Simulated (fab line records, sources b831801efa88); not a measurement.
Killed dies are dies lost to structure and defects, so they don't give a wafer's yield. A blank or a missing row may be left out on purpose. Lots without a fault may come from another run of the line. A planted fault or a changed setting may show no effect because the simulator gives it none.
Chamber matching | flow sky130 | SKY_CONTACT_CMP_27 on cmp-01: 4 sister chambers
The step polishes, stops on SiO2, t overpolish 15 s, target thk 0 nm. 4 wafers are shown with their chamber, then 9 later ones without.

WAFERS WITH THEIR CHAMBER
wafer  | chamber | motor_current_A (A)
L599.3 | 1       | 10.9
L601.1 | 0       | 10.1
L601.4 | 3       | 12.3
L602.1 | 2       | 10.3

WAFERS WITHOUT THEIR CHAMBER
wafer  | motor_current_A (A)
L602.2 | 11.4
L602.3 | 9.9
L604.3 | 11.0
L604.4 | 12.6
L605.2 | 10.5
L605.3 | 10.9
L605.4 | 11.5
L606.3 | 10.1
L606.6 | 11.1

WHICH CHAMBER EACH WENT THROUGH
wafer  | from the rows above          | in truth
L602.2 | can't be placed: 1 or 3 or 2 | 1
L602.3 | can't be placed: 0 or 2      | 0
L604.3 | can't be placed: 1 or 2      | 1
L604.4 | 3                            | 3
L605.2 | can't be placed: 2 or 0 or 1 | 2
L605.3 | can't be placed: 1 or 2      | 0
L605.4 | can't be placed: 1 or 3 or 2 | 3
L606.3 | can't be placed: 0 or 2      | 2
L606.6 | can't be placed: 1 or 2      | 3
Placed correctly: 1 of 9. Can't be placed from these rows: 8 (the true chamber is among the candidates in 6). Placed wrongly: 0.
How it was worked out, from the rows above alone: a wafer's distance from a chamber is the root of the sum, over the readings, of the square of ((its reading less the chamber's mean) divided by the reading's scatter). The wafer belongs to the nearest chamber; if the next one is less than 2 further off, it can't be placed. A chamber's mean is the mean of its shown wafers. The scatter: with one shown wafer a chamber, the root of the mean of the squares of how far each hidden wafer lies from its nearest shown one.
